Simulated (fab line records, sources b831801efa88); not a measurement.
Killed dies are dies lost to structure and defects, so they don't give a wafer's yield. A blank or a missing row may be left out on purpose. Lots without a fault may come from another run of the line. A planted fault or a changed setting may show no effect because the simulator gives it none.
fab line records | flow sky130
record lots=14 wafers=42 last_day=50
route steps=708 shown LI_CONTACT@383
lots that met no fault: from a run of the same line without faults
start_h: hours from the record's first day to the start of the lot's first wafer shown | wait_h: hours since the lot's step before | " the same as in the row above | L1.1+2: a row that stands for several wafers | - no value, or no start given | * or withheld: withheld | < > ~ a bound
route shown NAME@n: a module of which the file shows steps, and the number in the route of the first | usual: mean/standard deviation of fault-free wafers | same: alike in all rows | chamber/n: place in a boat | sites: the reading at each site | _std_site: their standard deviation | _edge_site: outer sites' mean less inner sites' | radius_mm: how far each site lies from the wafer's centre | mask NAME#n: copy n | behind: the tool/chamber that last shaped the wafer | hold: why the lot was held/for how many hours/how that ended | device: the transistor (n, p or np) that didn't switch | end of line: the same wafers' tests at the end of the route | a step without rows: its recipe alone | killed: dies lost to structure and defects at the first sort, not the wafer's yield | map: a wafer's dies, x killed, . not, _ none there
set.NAME: the setting as run; set.NAME@STEP: as run at that earlier step | model.NAME: the simulator's own value behind a step, which no gauge read
steps of the route over a sample of lots; a table a step, a row a wafer
services: from which hour (start_h, from the record's first day; less than 0 if before it) a tool's chamber was out of use, for how many hours, and why
## steps
# step SKY_LI_CONTACT_CVD_21
# recipe material=W target_thk_nm=400 time_s=120.56 temp_c=400 pressure_torr=40
# usual chamber_pressure_Torr=40.00/0.076 heater_power_w=837/51
# columns lot.wafer tool chamber start_h wait_h chamber_pressure_Torr heater_power_w
L892.1 cvd_w-02 1 682.34 0.0 40.19 792
L892.3 " 1 " " 40.02 825
L892.6 " 1 " " 40.14 789
L894.1 cvd_w-01 0 695.17 0.0 39.93 872
L894.2 " 1 " " 40.09 776
L894.5 " 1 " " 40.00 790
L897.3 cvd_w-01 1 716.13 0.1 40.00 784
L897.4 " 0 " " 40.03 872
L897.5 " 1 " " 39.93 766
L898.1 cvd_w-02 1 733.90 0.0 39.98 804
L898.2 " 0 " " 40.09 877
L898.3 " 0 " " 40.06 889
L899.3 cvd_w-01 0 736.64 0.1 39.99 897
L899.4 " 0 " " 39.92 866
L899.6 " 0 " " 40.02 891
L900.1 cvd_w-01 1 742.27 0.0 40.03 790
L900.2 " 0 " " 40.10 899
L900.4 " 0 " " 40.09 884
L901.1 cvd_w-02 0 750.45 0.0 39.78 892
L901.3 " 1 " " 40.01 793
L901.4 " 0 " " 39.88 874
L904.1 cvd_w-01 1 775.07 0.0 39.98 776
L904.5 " 1 " " 39.96 778
L904.6 " 0 " " 40.18 889
L905.2 cvd_w-01 0 781.45 0.0 47.13 909
L905.5 " 1 " " 47.15 773
L905.6 " 0 " " 47.15 862
L906.1 cvd_w-02 0 784.84 0.0 39.98 893
L906.5 " 0 " " 40.03 873
L906.6 " 1 " " 40.07 803
L907.3 cvd_w-01 0 796.12 0.1 47.22 891
L907.4 " 1 " " 47.15 769
L907.5 " 0 " " 47.06 864
L909.1 cvd_w-02 0 811.97 0.0 40.05 891
L909.5 " 0 " " 40.01 893
L909.6 " 1 " " 40.02 810
L911.1 cvd_w-02 0 826.79 0.0 39.93 891
L911.3 " 0 " " 39.98 907
L911.4 " 1 " " 39.98 815
L915.1 cvd_w-01 0 854.30 0.0 40.06 883
L915.4 " 0 " " 40.04 888
L915.5 " 1 " " 39.99 763
# step SKY_LI_CONTACT_RS_MEAS_22
# recipe thk_meas_gauge=four-point-probe reads=W_of_LI_CONTACT_CVD_21+TiN_of_LI_CONTACT_SPUTTER_20+Ti_of_LI_CONTACT_SPUTTER_19
# usual LI_CONTACT_W_RS=0.2855/0.0026
# columns lot.wafer tool chamber start_h wait_h LI_CONTACT_W_RS[ohm/sq]
L892.1 film_metro-03 - 682.46 0.1 0.2858
L892.3 " - " " 0.2842
L892.6 " - " " 0.2846
L894.1 film_metro-02 - 695.29 0.1 0.2829
L894.2 " - " " 0.2861
L894.5 " - " " 0.2874
L897.3 film_metro-04 - 716.25 0.1 0.2877
L897.4 " - " " 0.2879
L897.5 " - " " 0.2900
L898.1 film_metro-04 - 734.03 0.1 0.2863
L898.2 " - " " 0.2865
L898.3 " - " " 0.2874
L899.3 film_metro-03 - 736.84 0.2 0.2817
L899.4 " - " " 0.2805
L899.6 " - " " 0.2824
L900.1 film_metro-02 - 742.40 0.1 0.2873
L900.2 " - " " 0.2855
L900.4 " - " " 0.2858
L901.1 film_metro-03 - 750.58 0.1 0.2875
L901.3 " - " " 0.2865
L901.4 " - " " 0.2881
L904.1 film_metro-03 - 775.20 0.1 0.2864
L904.5 " - " " 0.2834
L904.6 " - " " 0.2848
L905.2 film_metro-04 - 781.60 0.1 0.2588
L905.5 " - " " 0.2597
L905.6 " - " " 0.2616
L906.1 film_metro-03 - 784.96 0.1 0.2833
L906.5 " - " " 0.2842
L906.6 " - " " 0.2830
L907.3 film_metro-04 - 796.24 0.1 0.2619
L907.4 " - " " 0.2625
L907.5 " - " " 0.2632
L909.1 film_metro-03 - 812.10 0.1 0.2869
L909.5 " - " " 0.2847
L909.6 " - " " 0.2867
L911.1 film_metro-02 - 826.91 0.1 0.2843
L911.3 " - " " 0.2869
L911.4 " - " " 0.2806
L915.1 film_metro-02 - 854.43 0.1 0.2880
L915.4 " - " " 0.2850
L915.5 " - " " 0.2899
# step SKY_LI_CONTACT_THK_MEAS_23
# recipe thk_meas_gauge=xrf reads=W_of_LI_CONTACT_CVD_21
# usual LI_CONTACT_W_THK=415/7
# columns lot.wafer tool chamber start_h wait_h LI_CONTACT_W_THK[nm]
L892.1 film_metro-03 - 682.58 0.1 415
L892.3 " - " " 419
L892.6 " - " " 416
L894.1 film_metro-02 - 695.41 0.1 426
L894.2 " - " " 422
L894.5 " - " " 422
L897.3 film_metro-04 - 716.35 0.1 403
L897.4 " - " " 400
L897.5 " - " " 398
L898.1 film_metro-04 - 734.15 0.1 403
L898.2 " - " " 405
L898.3 " - " " 401
L899.3 film_metro-03 - 736.94 0.1 415
L899.4 " - " " 418
L899.6 " - " " 417
L900.1 film_metro-02 - 742.52 0.1 418
L900.2 " - " " 425
L900.4 " - " " 425
L901.1 film_metro-03 - 750.70 0.1 416
L901.3 " - " " 416
L901.4 " - " " 416
L904.1 film_metro-03 - 775.32 0.1 418
L904.5 " - " " 422
L904.6 " - " " 423
L905.2 film_metro-04 - 781.71 0.1 450
L905.5 " - " " 449
L905.6 " - " " 443
L906.1 film_metro-03 - 785.08 0.1 422
L906.5 " - " " 420
L906.6 " - " " 425
L907.3 film_metro-04 - 796.34 0.1 448
L907.4 " - " " 446
L907.5 " - " " 445
L909.1 film_metro-03 - 812.22 0.1 420
L909.5 " - " " 426
L909.6 " - " " 421
L911.1 film_metro-02 - 827.03 0.1 419
L911.3 " - " " 417
L911.4 " - " " 428
L915.1 film_metro-02 - 854.55 0.1 414
L915.4 " - " " 417
L915.5 " - " " 412
## services
# columns tool chamber start_h hours kind
cvd_w-02 - 697.03 1.3 repair
cvd_w-01 - 706.54 6.0 pm
cvd_w-01 - 712.78 2.3 repair
cvd_w-01 1 730.66 7.2 repair
cvd_w-02 - 816.85 2.8 pm
cvd_w-02 0 828.79 5.4 repair
## key
first_sign step=SKY_LI_CONTACT_CVD_21 reading=chamber_pressure_Torr direction=up sigmas=94 usual=40.00 struck=47.14
effect step=SKY_LI_CONTACT_RS_MEAS_22 reading=LI_CONTACT_W_RS direction=down sigmas=9.4 usual=0.2855 struck=0.2613
effect step=SKY_LI_CONTACT_THK_MEAS_23 reading=LI_CONTACT_W_THK direction=up sigmas=4.4 usual=415 struck=447
met_at SKY_LI_CONTACT_CVD_21
struck_lots L905,L907
tester_left_out L905,L907
onset_between 775.07 781.45
fault kind=process_parameter_drift tool=cvd_w-01 chamber=- onset_h=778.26 steps=SKY_LI_CONTACT_CVD_21 channel=pressure_torr offset=7.1477 shape=step end_h=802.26 acts_in=these_recipes_only stated=40
# tester_left_out: of these lots the tester's yield and bins aren't shown, on N5 and GAA mostly nor the transistor test; their killed dies are dies lost to structure and defects alone, not to doping, threshold or leakage, so they don't give the yield
